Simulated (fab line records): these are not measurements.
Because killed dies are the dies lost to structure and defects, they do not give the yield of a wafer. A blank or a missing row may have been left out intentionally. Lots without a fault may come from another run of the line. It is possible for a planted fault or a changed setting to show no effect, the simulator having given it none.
Problem report, 8D (eight disciplines) form, completed by code    flow sky130    the parts of the form that need people (team, actions taken, sign-off) are left out

== 1. THE PROBLEM ==
Across 9 wafers from 3 lots, VIA2_W_RS at SKY_VIA2_RS_MEAS_22 averages 0.311 ohm/sq, while fault-free wafers read 0.272 ohm/sq with a standard deviation of 0.003. That puts it +13 standard deviations away from the usual mean.
The step: measures by four-point-probe.
The first sign was on wafer L388.3 at day 41 04:44, on filmMetro-04. The record has a number at this step for 33 wafers belonging to 11 lots. Rule for "out", or "out of limits": more than 4 standard deviations from the usual mean. The rest of the wafers with a number are treated as sound.

== 2. WHAT IT IS, WHAT IT ISN'T ==
question                     is                                        is not
which readings at this step  VIA2_W_RS                                 -
which lots                   L388, L391, L393                          L377, L378, L379, L383, L389, L390, L392, L399
which wafers of those lots   all that have a number                    -
read on which gauges         filmMetro-01, filmMetro-03, filmMetro-04  -
when                         from day 41 04:44                         up to then (15 sound wafers); but 9 sound wafers of L389, L392, L399 came after

== 3. THE SUSPECTS, EACH WITH WHAT RULES IT OUT ==
Counting: a tool at any process step up to the reading remains a suspect when it ran all the lots that are out and ran no sound lot after the first of those.
- the gauge at SKY_VIA2_RS_MEAS_22 is ruled out. 3 gauges (filmMetro-01, filmMetro-03, filmMetro-04) read the wafers that are out.
- rtpAnneal-02 at SKY_SD_N_RTA_14 (time 2 s): ruled out as a lasting fault. The sound lots L399 went through it after L388, its earliest lot that is out (day 33 08:26).
- cvdW-01 at SKY_VIA2_CVD_21 (deposits W, target thk 420 nm, time 126.4 s): kept. It ran every lot that is out, first L388 (day 41 04:37), and no sound lot after that; its last sound lot up to then is L390 (day 41 02:37).
Left after counting: cvdW-01 at SKY_VIA2_CVD_21.

== 4. THE CAUSE (what the simulator had put in) ==
Site profile drift: cvdW-01, from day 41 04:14 on, at SKY_VIA2_CVD_21. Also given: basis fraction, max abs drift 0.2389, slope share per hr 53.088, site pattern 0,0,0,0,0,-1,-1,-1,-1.
This tool alone remained once counting was done.

== 5. THE EFFECT CHAIN, in route order ==
Rows list readings where the struck wafers' mean (over those with a number) sits beyond 3 standard deviations from the usual. Scope: only readings with a usual standard deviation given in the record; hours: median across lots of the time from each lot's start at the first step in this table that gives one to its start at this step; sigmas: change in usual standard deviations.
hours  step                  reading     usual         on struck wafers  change  sigmas
0      SKY_VIA2_RS_MEAS_22   VIA2_W_RS   0.272 ohm/sq  0.311             +0.039  +13
0      SKY_VIA2_THK_MEAS_23  VIA2_W_THK  434 nm        388               -46     -6.7

== 6. HOW IT WOULD HAVE BEEN CAUGHT EARLIER ==
0 hours passed between the start of the fault at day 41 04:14 and the first reading out of limits at a measuring or inspecting step in this record, taken at day 41 04:44.
No tool reading at SKY_VIA2_CVD_21 that has a usual standard deviation in the record was out on any struck wafer, so an alarm limit of 4 standard deviations on those readings would not have fired.
Lots out: 3; of these, L391, L393 started SKY_VIA2_CVD_21 on cvdW-01 after day 41 04:44. A hold on the tool at that time would have spared those 2.
